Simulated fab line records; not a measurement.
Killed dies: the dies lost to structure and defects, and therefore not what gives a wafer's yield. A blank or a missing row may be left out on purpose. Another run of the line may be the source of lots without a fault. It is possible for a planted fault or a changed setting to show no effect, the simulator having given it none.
fab line records + flow sky130
record
- lots=11
- wafers=33
- last_day=50
route steps=708 shown VT_ADJUST_PCH@152 SONOS_ONO@182 POLY_GATE@235 LDD_N@245
lots untouched by any fault: they come from a run of this same line in which no faults occurred
start_h: hours from the record's first day to the start of the lot's first wafer shown + wait_h: hours from the lot's prior step to this one + " the same as in the row above + L1.1+2: a single row standing in for several wafers + - no value, or no start was given + * or withheld: withheld + < > ~ a bound
route shown NAME@n: NAME is a module with steps in the file, n the number in the route of the first one + usual: the fault-free wafers' mean and standard deviation + same: alike in all rows + chamber/n: place in a boat + sites: each site's reading + _std_site: the values' standard deviation + _edge_site: the outer-site mean with the inner-site mean subtracted + radius_mm: for every site, how far away it sits from the centre of the wafer + mask NAME#n: copy n + behind: the last tool/chamber to shape the wafer + hold: what put the lot on hold/how long, in hours/how the hold closed + device: which transistor (n, p or np) failed to switch + end of line: at the end of the route, the tests of the same wafers + where a step has no rows: the recipe by itself + killed: dies lost to structure and defects at the first sort, not the wafer's yield + map: a wafer's dies, marking killed ones x, the rest . and places with no die _
set.NAME: setting as actually run; set.NAME@STEP: the setting as run at that earlier step + model.NAME: the simulator's own value behind a step, which no gauge read
steps of the route over a sample of lots; a table a step, a row a wafer
services: from which hour (start_h, from the record's first day; less than 0 if before it) a tool's chamber was out of use, for how many hours, and why
## steps
# step SKY_VT_ADJUST_PCH_STRIP_09
# recipe
- chemistry=O2/N2
- power_w=1400
- pressure_mtorr=1500
- platen_temp_c=withheld
- o2_flow_sccm=3000
- n2_flow_sccm=300
- overash_fraction=0.5
# usual
- chamber_pressure_mTorr=1499.9/1.4
- drypump_motor_current_A=5.7/0.55
- oes_product_au=0.722/0.0042
- strip_time_to_endpoint_s=36.94/0.091
| lot.wafer | tool            | chamber | start_h | wait_h | chamber_pressure_mTorr | drypump_motor_current_A | oes_product_au | rf_hours_counter_h | strip_time_to_endpoint_s |
|-----------|-----------------|---------|---------|--------|------------------------|-------------------------|----------------|--------------------|--------------------------|
| L214.1    | plasma_asher-02 | 1       | 249.02  | 0.1    | 1498.5                 | 6.1                     | 0.723          | 57                 | 36.83                    |
| L214.2    | "               | 0       | "       | "      | 1499.2                 | 6.6                     | 0.725          | 57                 | 36.83                    |
| L214.5    | "               | 1       | "       | "      | 1501.3                 | 6.1                     | 0.719          | -                  | 36.75                    |
| L216.1    | plasma_asher-03 | 0       | 259.02  | 0.1    | 1500.4                 | 5.6                     | 0.717          | 14                 | 36.93                    |
| L216.3    | "               | 0       | "       | "      | 1499.4                 | 5.6                     | 0.724          | -                  | 37.00                    |
| L216.6    | "               | 0       | "       | "      | 1499.8                 | 5.6                     | 0.719          | -                  | 36.95                    |
| L217.1    | plasma_asher-02 | 1       | 262.62  | 0.1    | 1499.9                 | 6.1                     | 0.717          | 58                 | 36.98                    |
| L217.3    | "               | 0       | "       | "      | 1501.2                 | 6.6                     | 0.723          | -                  | 36.85                    |
| L217.6    | "               | 0       | "       | "      | 1498.5                 | 6.6                     | 0.720          | -                  | 36.89                    |
| L219.1    | plasma_asher-02 | 0       | 280.28  | 0.1    | 1501.3                 | 6.6                     | 0.723          | 60                 | 36.72                    |
| L219.5    | "               | 0       | "       | "      | 1500.0                 | 6.6                     | 0.726          | -                  | 36.83                    |
| L219.6    | "               | 1       | "       | "      | 1498.9                 | 6.1                     | 0.719          | -                  | 36.80                    |
| L220.1    | plasma_asher-04 | 0       | 289.12  | 0.1    | 1500.9                 | 4.7                     | 0.723          | 47                 | 37.00                    |
| L220.4    | "               | 0       | "       | "      | 1498.7                 | 4.7                     | 0.728          | -                  | 36.95                    |
| L220.6    | "               | 0       | "       | "      | 1499.1                 | 4.7                     | 0.721          | -                  | 37.11                    |
| L223.1    | plasma_asher-03 | 0       | 319.07  | 0.1    | 1499.7                 | 5.6                     | 0.715          | 19                 | 36.80                    |
| L223.2    | "               | 1       | "       | "      | 1500.0                 | 5.5                     | 0.730          | 19                 | 36.86                    |
| L223.3    | "               | 1       | "       | "      | 1500.3                 | 5.5                     | 0.728          | -                  | 36.91                    |
| L224.1    | plasma_asher-03 | 1       | 325.82  | 0.1    | 1499.2                 | 5.5                     | 0.723          | 20                 | 36.91                    |
| L224.3    | "               | 1       | "       | "      | 1500.6                 | 5.5                     | 0.725          | -                  | 36.94                    |
| L224.4    | "               | 0       | "       | "      | 1498.1                 | 5.6                     | 0.729          | -                  | 37.01                    |
| L229.2    | plasma_asher-03 | 0       | 360.83  | 0.1    | 1502.6                 | 5.6                     | 0.717          | 24                 | 36.82                    |
| L229.4    | "               | 1       | "       | "      | 1498.8                 | 5.5                     | 0.719          | -                  | 36.98                    |
| L229.6    | "               | 1       | "       | "      | 1499.6                 | 5.5                     | 0.721          | -                  | 36.87                    |
| L231.3    | plasma_asher-02 | 1       | 373.35  | 0.1    | 1500.6                 | 6.1                     | 0.720          | -                  | 37.01                    |
| L231.4    | "               | 0       | "       | "      | 1499.3                 | 6.6                     | 0.724          | -                  | 37.07                    |
| L231.6    | "               | 1       | "       | "      | 1499.2                 | 6.1                     | 0.720          | -                  | 36.99                    |
| L234.2    | plasma_asher-04 | 1       | 393.47  | 0.1    | 1500.2                 | 5.4                     | 0.724          | 57                 | 36.94                    |
| L234.4    | "               | 0       | "       | "      | 1499.1                 | 4.7                     | 0.723          | -                  | 36.99                    |
| L234.6    | "               | 1       | "       | "      | 1500.2                 | 5.4                     | 0.723          | -                  | 36.93                    |
| L235.1    | plasma_asher-03 | 0       | 411.72  | 0.1    | 1499.7                 | 5.6                     | 0.724          | 28                 | 37.03                    |
| L235.3    | "               | 0       | "       | "      | 1501.2                 | 5.6                     | 0.719          | -                  | 37.04                    |
| L235.4    | "               | 1       | "       | "      | 1500.4                 | 5.6                     | 0.719          | -                  | 37.13                    |
# step SKY_SONOS_ONO_OVL_MEAS_14
# usual
- SONOS_ONO_OVL=0.6/1.1
| lot.wafer | tool       | chamber | start_h | wait_h | SONOS_ONO_OVL[nm] |
|-----------|------------|---------|---------|--------|-------------------|
| L214.1    | overlay-01 | -       | 302.26  | 0.1    | -0.9              |
| L214.2    | "          | -       | "       | "      | -1.6              |
| L214.5    | "          | -       | "       | "      | -1.8              |
| L216.1    | overlay-02 | -       | 314.50  | 0.1    | 0.9               |
| L216.3    | "          | -       | "       | "      | 0.6               |
| L216.6    | "          | -       | "       | "      | 1.6               |
| L217.1    | overlay-02 | -       | 317.70  | 0.1    | 1.9               |
| L217.3    | "          | -       | "       | "      | -0.8              |
| L217.6    | "          | -       | "       | "      | 1.4               |
| L219.1    | overlay-02 | -       | 338.40  | 0.1    | 1.4               |
| L219.5    | "          | -       | "       | "      | 0.9               |
| L219.6    | "          | -       | "       | "      | 0.4               |
| L220.1    | overlay-01 | -       | 349.11  | 0.1    | 2.1               |
| L220.4    | "          | -       | "       | "      | 0.8               |
| L220.6    | "          | -       | "       | "      | 1.0               |
| L223.1    | overlay-01 | -       | 381.50  | 0.1    | 1.2               |
| L223.2    | "          | -       | "       | "      | 1.2               |
| L223.3    | "          | -       | "       | "      | 1.0               |
| L224.1    | overlay-02 | -       | 386.60  | 0.1    | 0.6               |
| L224.3    | "          | -       | "       | "      | -2.4              |
| L224.4    | "          | -       | "       | "      | 0.4               |
| L229.2    | overlay-01 | -       | 429.42  | 0.1    | -0.1              |
| L229.4    | "          | -       | "       | "      | -0.5              |
| L229.6    | "          | -       | "       | "      | 0.4               |
| L231.3    | overlay-01 | -       | 439.33  | 0.1    | -0.9              |
| L231.4    | "          | -       | "       | "      | -0.2              |
| L231.6    | "          | -       | "       | "      | -0.3              |
| L234.2    | overlay-01 | -       | 460.92  | 0.1    | 1.6               |
| L234.4    | "          | -       | "       | "      | 2.8               |
| L234.6    | "          | -       | "       | "      | 0.9               |
| L235.1    | overlay-01 | -       | 477.10  | 0.1    | 2.6               |
| L235.3    | "          | -       | "       | "      | 1.8               |
| L235.4    | "          | -       | "       | "      | -0.1              |
# step SKY_POLY_GATE_THK_MEAS_21
# recipe
- reads=SiO2_of_POLY_GATE_OXIDATION_20
# usual
- POLY_GATE_OXIDATION_THK=4.01/0.1
| lot.wafer | tool          | chamber | start_h | wait_h | POLY_GATE_OXIDATION_THK[nm] |
|-----------|---------------|---------|---------|--------|-----------------------------|
| L214.1    | film_metro-02 | -       | 396.62  | 0.0    | 4.03                        |
| L214.2    | "             | -       | "       | "      | 3.94                        |
| L214.5    | "             | -       | "       | "      | 3.97                        |
| L216.1    | film_metro-01 | -       | 408.92  | 0.0    | 4.10                        |
| L216.3    | "             | -       | "       | "      | 4.13                        |
| L216.6    | "             | -       | "       | "      | 4.11                        |
| L217.1    | film_metro-03 | -       | 414.10  | 0.0    | 3.85                        |
| L217.3    | "             | -       | "       | "      | 3.90                        |
| L217.6    | "             | -       | "       | "      | 3.85                        |
| L219.1    | film_metro-02 | -       | 435.12  | 0.0    | 3.86                        |
| L219.5    | "             | -       | "       | "      | 3.92                        |
| L219.6    | "             | -       | "       | "      | 3.86                        |
| L220.1    | film_metro-01 | -       | 450.43  | 0.0    | 4.13                        |
| L220.4    | "             | -       | "       | "      | 4.09                        |
| L220.6    | "             | -       | "       | "      | 4.05                        |
| L223.1    | film_metro-03 | -       | 485.90  | 0.0    | 3.95                        |
| L223.2    | "             | -       | "       | "      | 3.98                        |
| L223.3    | "             | -       | "       | "      | 3.99                        |
| L224.1    | film_metro-02 | -       | 491.32  | 0.0    | 3.89                        |
| L224.3    | "             | -       | "       | "      | 3.90                        |
| L224.4    | "             | -       | "       | "      | 3.96                        |
| L229.2    | film_metro-01 | -       | 532.74  | 0.0    | 4.00                        |
| L229.4    | "             | -       | "       | "      | 4.08                        |
| L229.6    | "             | -       | "       | "      | 4.06                        |
| L231.3    | film_metro-03 | -       | 544.65  | 0.0    | 4.04                        |
| L231.4    | "             | -       | "       | "      | 4.20                        |
| L231.6    | "             | -       | "       | "      | 4.16                        |
| L234.2    | film_metro-03 | -       | 563.85  | 0.0    | 4.09                        |
| L234.4    | "             | -       | "       | "      | 4.02                        |
| L234.6    | "             | -       | "       | "      | 4.09                        |
| L235.1    | film_metro-02 | -       | 579.44  | 0.0    | 4.14                        |
| L235.3    | "             | -       | "       | "      | 4.14                        |
| L235.4    | "             | -       | "       | "      | 4.11                        |
# step SKY_LDD_N_IMPLANT_08
# recipe
- species=As
- energy_kev=20
- dose_cm2=7.5e+13
- tilt_deg=withheld
- rotation_deg=23
# usual
- beam_on_s=9.98/0.2
- dose_ions_cm2=7.501e+13/6.3e+10
- faraday_current_uA=424/8.4
| lot.wafer | tool         | chamber | start_h | wait_h | beam_on_s | dose_ions_cm2 | faraday_current_uA |
|-----------|--------------|---------|---------|--------|-----------|---------------|--------------------|
| L214.1    | implanter-02 | 0       | 426.07  | 0.0    | 10.18     | 7.508e+13     | 415                |
| L214.2    | "            | 0       | "       | "      | 10.12     | 7.508e+13     | 417                |
| L214.5    | "            | 0       | "       | "      | 10.13     | 7.508e+13     | 417                |
| L216.1    | implanter-04 | 0       | 439.12  | 0.0    | 10.17     | 7.501e+13     | 418                |
| L216.3    | "            | 0       | "       | "      | 10.15     | 7.503e+13     | 414                |
| L216.6    | "            | 0       | "       | "      | 10.01     | 7.51e+13      | 420                |
| L217.1    | implanter-04 | 0       | 443.97  | 0.0    | 9.64      | 7.502e+13     | 437                |
| L217.3    | "            | 0       | "       | "      | 10.20     | 7.494e+13     | 413                |
| L217.6    | "            | 0       | "       | "      | 10.02     | 7.494e+13     | 424                |
| L219.1    | implanter-01 | 0       | 466.12  | 0.0    | 10.15     | 7.503e+13     | 418                |
| L219.5    | "            | 0       | "       | "      | 9.76      | 7.5e+13       | 432                |
| L219.6    | "            | 0       | "       | "      | 10.10     | 7.501e+13     | 418                |
| L220.1    | implanter-02 | 0       | 480.88  | 0.0    | 9.83      | 7.494e+13     | 430                |
| L220.4    | "            | 0       | "       | "      | 9.76      | 7.491e+13     | 432                |
| L220.6    | "            | 0       | "       | "      | 9.88      | 7.501e+13     | 430                |
| L223.1    | implanter-04 | 0       | 516.62  | 0.0    | 89.15     | 8.3329e+14    | 527                |
| L223.2    | "            | 0       | "       | "      | 87.59     | 8.3333e+14    | 538                |
| L223.3    | "            | 0       | "       | "      | 89.64     | 8.3344e+14    | 525                |
| L224.1    | implanter-04 | 0       | 521.72  | 0.0    | 87.14     | 8.3326e+14    | 537                |
| L224.3    | "            | 0       | "       | "      | 89.78     | 8.3336e+14    | 522                |
| L224.4    | "            | 0       | "       | "      | 90.32     | 8.3332e+14    | 521                |
| L229.2    | implanter-01 | 0       | 563.09  | 0.0    | 10.26     | 7.503e+13     | 412                |
| L229.4    | "            | 0       | "       | "      | 9.94      | 7.491e+13     | 425                |
| L229.6    | "            | 0       | "       | "      | 10.41     | 7.49e+13      | 406                |
| L231.3    | implanter-01 | 0       | 574.33  | 0.1    | 10.03     | 7.502e+13     | 422                |
| L231.4    | "            | 0       | "       | "      | 10.14     | 7.498e+13     | 418                |
| L231.6    | "            | 0       | "       | "      | 9.95      | 7.504e+13     | 426                |
| L234.2    | implanter-01 | 0       | 593.49  | 0.0    | 9.84      | 7.501e+13     | 429                |
| L234.4    | "            | 0       | "       | "      | 10.33     | 7.502e+13     | 410                |
| L234.6    | "            | 0       | "       | "      | 10.10     | 7.49e+13      | 419                |
| L235.1    | implanter-04 | 0       | 609.12  | 0.0    | 10.30     | 7.493e+13     | 411                |
| L235.3    | "            | 0       | "       | "      | 9.66      | 7.487e+13     | 437                |
| L235.4    | "            | 0       | "       | "      | 10.03     | 7.503e+13     | 422                |
# step SKY_LDD_N_STRIP_16
# recipe
- chemistry=O2/N2
- power_w=1400
- pressure_mtorr=1500
- platen_temp_c=withheld
- o2_flow_sccm=3000
- n2_flow_sccm=300
- overash_fraction=0.5
# usual
- chamber_pressure_mTorr=1499.8/1.5
- drypump_motor_current_A=5.7/0.57
- oes_product_au=0.407/0.0048
- strip_time_to_endpoint_s=4.310/0.018
| lot.wafer | tool            | chamber | start_h | wait_h | chamber_pressure_mTorr | drypump_motor_current_A | oes_product_au | rf_hours_counter_h | strip_time_to_endpoint_s |
|-----------|-----------------|---------|---------|--------|------------------------|-------------------------|----------------|--------------------|--------------------------|
| L214.1    | plasma_asher-04 | 0       | 427.27  | 0.1    | 1500.2                 | 4.7                     | 0.408          | 60                 | 4.319                    |
| L214.2    | "               | 1       | "       | "      | 1499.3                 | 5.4                     | 0.402          | 60                 | 4.305                    |
| L214.5    | "               | 0       | "       | "      | 1500.0                 | 4.7                     | 0.409          | -                  | 4.316                    |
| L216.1    | plasma_asher-04 | 1       | 440.32  | 0.1    | 1500.4                 | 5.3                     | 0.414          | 62                 | 4.344                    |
| L216.3    | "               | 1       | "       | "      | 1499.1                 | 5.4                     | 0.398          | -                  | 4.318                    |
| L216.6    | "               | 0       | "       | "      | 1500.0                 | 4.7                     | 0.419          | -                  | 4.335                    |
| L217.1    | plasma_asher-04 | 0       | 445.17  | 0.1    | 1500.4                 | 4.7                     | 0.408          | 62                 | 4.316                    |
| L217.3    | "               | 1       | "       | "      | 1500.3                 | 5.4                     | 0.402          | -                  | 4.342                    |
| L217.6    | "               | 1       | "       | "      | 1501.6                 | 5.4                     | 0.404          | -                  | 4.321                    |
| L219.1    | plasma_asher-02 | 1       | 467.32  | 0.1    | 1500.8                 | 6.1                     | 0.398          | 3                  | 4.303                    |
| L219.5    | "               | 0       | "       | "      | 1499.5                 | 6.6                     | 0.406          | -                  | 4.317                    |
| L219.6    | "               | 1       | "       | "      | 1499.5                 | 6.1                     | 0.404          | -                  | 4.298                    |
| L220.1    | plasma_asher-04 | 0       | 482.08  | 0.1    | 1500.0                 | 4.7                     | 0.412          | 66                 | 4.320                    |
| L220.4    | "               | 1       | "       | "      | 1499.3                 | 5.4                     | 0.406          | -                  | 4.308                    |
| L220.6    | "               | 0       | "       | "      | 1499.1                 | 4.7                     | 0.420          | -                  | 4.291                    |
| L223.1    | plasma_asher-04 | 0       | 517.82  | 0.1    | 1501.0                 | 4.7                     | 0.401          | 70                 | 5.883                    |
| L223.2    | "               | 1       | "       | "      | 1499.0                 | 5.4                     | 0.404          | 70                 | 5.857                    |
| L223.3    | "               | 0       | "       | "      | 1500.5                 | 4.7                     | 0.412          | -                  | 5.859                    |
| L224.1    | plasma_asher-01 | 1       | 522.92  | 0.1    | 1501.2                 | 5.7                     | 0.401          | 81                 | 5.876                    |
| L224.3    | "               | 0       | "       | "      | 1497.5                 | 5.9                     | 0.414          | -                  | 5.872                    |
| L224.4    | "               | 1       | "       | "      | 1498.0                 | 5.6                     | 0.409          | -                  | 5.863                    |
| L229.2    | plasma_asher-04 | 1       | 564.27  | 0.1    | 1501.2                 | 5.3                     | 0.398          | 75                 | 4.293                    |
| L229.4    | "               | 0       | "       | "      | 1502.2                 | 4.7                     | 0.411          | -                  | 4.298                    |
| L229.6    | "               | 1       | "       | "      | 1500.6                 | 5.4                     | 0.409          | -                  | 4.305                    |
| L231.3    | plasma_asher-01 | 0       | 575.51  | 0.1    | 1501.5                 | 5.8                     | 0.401          | -                  | 4.314                    |
| L231.4    | "               | 1       | "       | "      | 1499.9                 | 5.6                     | 0.408          | -                  | 4.328                    |
| L231.6    | "               | 1       | "       | "      | 1498.4                 | 5.7                     | 0.413          | -                  | 4.324                    |
| L234.2    | plasma_asher-02 | 1       | 594.67  | 0.1    | 1499.3                 | 6.1                     | 0.404          | 15                 | 4.343                    |
| L234.4    | "               | 0       | "       | "      | 1499.6                 | 6.6                     | 0.419          | -                  | 4.315                    |
| L234.6    | "               | 1       | "       | "      | 1496.2                 | 6.1                     | 0.400          | -                  | 4.299                    |
| L235.1    | plasma_asher-01 | 1       | 610.32  | 0.1    | 1500.0                 | 5.6                     | 0.400          | 89                 | 4.270                    |
| L235.3    | "               | 0       | "       | "      | 1500.4                 | 5.9                     | 0.401          | -                  | 4.293                    |
| L235.4    | "               | 1       | "       | "      | 1498.5                 | 5.6                     | 0.405          | -                  | 4.288                    |
# step SKY_LDD_N_TW_MEAS_17
# usual
- LDD_N_TW=2600/20
| lot.wafer | tool          | chamber | start_h | wait_h | LDD_N_TW |
|-----------|---------------|---------|---------|--------|----------|
| L214.1    | film_metro-02 | -       | 427.37  | 0.1    | 2592     |
| L214.2    | "             | -       | "       | "      | 2597     |
| L214.5    | "             | -       | "       | "      | 2597     |
| L216.1    | film_metro-02 | -       | 440.42  | 0.1    | 2591     |
| L216.3    | "             | -       | "       | "      | 2578     |
| L216.6    | "             | -       | "       | "      | 2580     |
| L217.1    | film_metro-04 | -       | 445.27  | 0.1    | 2623     |
| L217.3    | "             | -       | "       | "      | 2617     |
| L217.6    | "             | -       | "       | "      | 2622     |
| L219.1    | film_metro-04 | -       | 467.42  | 0.1    | 2637     |
| L219.5    | "             | -       | "       | "      | 2615     |
| L219.6    | "             | -       | "       | "      | 2620     |
| L220.1    | film_metro-01 | -       | 482.18  | 0.1    | 2571     |
| L220.4    | "             | -       | "       | "      | 2575     |
| L220.6    | "             | -       | "       | "      | 2570     |
| L223.1    | film_metro-01 | -       | 517.92  | 0.1    | 3008     |
| L223.2    | "             | -       | "       | "      | 3026     |
| L223.3    | "             | -       | "       | "      | 3020     |
| L224.1    | film_metro-04 | -       | 523.02  | 0.1    | 3058     |
| L224.3    | "             | -       | "       | "      | 3067     |
| L224.4    | "             | -       | "       | "      | 3053     |
| L229.2    | film_metro-01 | -       | 564.38  | 0.1    | 2557     |
| L229.4    | "             | -       | "       | "      | 2572     |
| L229.6    | "             | -       | "       | "      | 2570     |
| L231.3    | film_metro-04 | -       | 575.60  | 0.1    | 2629     |
| L231.4    | "             | -       | "       | "      | 2628     |
| L231.6    | "             | -       | "       | "      | 2640     |
| L234.2    | film_metro-02 | -       | 594.78  | 0.1    | 2594     |
| L234.4    | "             | -       | "       | "      | 2586     |
| L234.6    | "             | -       | "       | "      | 2597     |
| L235.1    | film_metro-02 | -       | 610.42  | 0.1    | 2584     |
| L235.3    | "             | -       | "       | "      | 2585     |
| L235.4    | "             | -       | "       | "      | 2577     |
## services
| tool            | chamber | start_h | hours | kind       |
|-----------------|---------|---------|-------|------------|
| plasma_asher-01 | -       | 245.51  | 0.6   | repair     |
| implanter-01    | -       | 249.51  | 0.7   | repair     |
| implanter-02    | -       | 307.92  | 5.4   | repair     |
| implanter-02    | -       | 320.02  | 4.0   | pm         |
| implanter-04    | -       | 324.94  | 5.3   | pm         |
| plasma_asher-04 | -       | 385.03  | 4.6   | repair     |
| implanter-02    | -       | 395.79  | 3.0   | pm         |
| plasma_asher-02 | -       | 421.25  | 9.0   | pm         |
| plasma_asher-02 | 0       | 421.25  | 9.0   | vent_cycle |
| plasma_asher-02 | 1       | 421.25  | 9.0   | vent_cycle |
| plasma_asher-02 | 0       | 430.25  | -     | clean      |
| plasma_asher-02 | 1       | 430.25  | -     | clean      |
| plasma_asher-02 | -       | 450.82  | 4.3   | repair     |
| plasma_asher-01 | -       | 484.61  | 20.1  | repair     |
| implanter-04    | -       | 490.18  | 1.0   | repair     |
| implanter-04    | -       | 497.75  | 3.1   | repair     |
| plasma_asher-01 | -       | 501.51  | 0.4   | repair     |
| plasma_asher-02 | -       | 514.31  | 11.1  | repair     |
| plasma_asher-01 | -       | 517.17  | 1.8   | repair     |
| implanter-04    | -       | 601.22  | 1.1   | repair     |
| plasma_asher-04 | -       | 604.35  | 3.9   | repair     |
| implanter-01    | -       | 610.13  | 3.6   | pm         |
## key
first_sign
- step=SKY_LDD_N_IMPLANT_08
- reading=dose_ions_cm2
- direction=up
- sigmas=99+
- usual=*
- struck=*
effect
- step=SKY_LDD_N_IMPLANT_08
- reading=beam_on_s
- direction=up
- sigmas=99+
- usual=9.98
- struck=88.94
effect
- step=SKY_LDD_N_STRIP_16
- reading=strip_time_to_endpoint_s
- direction=up
- sigmas=89
- usual=*
- struck=*
effect
- step=SKY_LDD_N_TW_MEAS_17
- reading=LDD_N_TW
- direction=up
- sigmas=22
- usual=2600
- struck=3038
met_at SKY_LDD_N_IMPLANT_08
struck_lots L223,L224
tester_left_out L223,L224
not_acting_at SKY_VT_ADJUST_PCH_STRIP_09,SKY_SONOS_ONO_OVL_MEAS_14,SKY_POLY_GATE_THK_MEAS_21
onset_between 443.97 516.62
fault
- kind=process_parameter_drift
- tool=implanter-04
- chamber=-
- onset_h=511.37
- steps=SKY_LDD_N_IMPLANT_08
- channel=dose_cm2
- offset=*
- shape=step
- end_h=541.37
- acts_in=*
- stated=*
# tester_left_out: of these lots the tester's yield and bins aren't shown, on N5 and GAA mostly nor the transistor test; their killed dies are dies lost to structure and defects alone, not to doping, threshold or leakage, so they don't give the yield
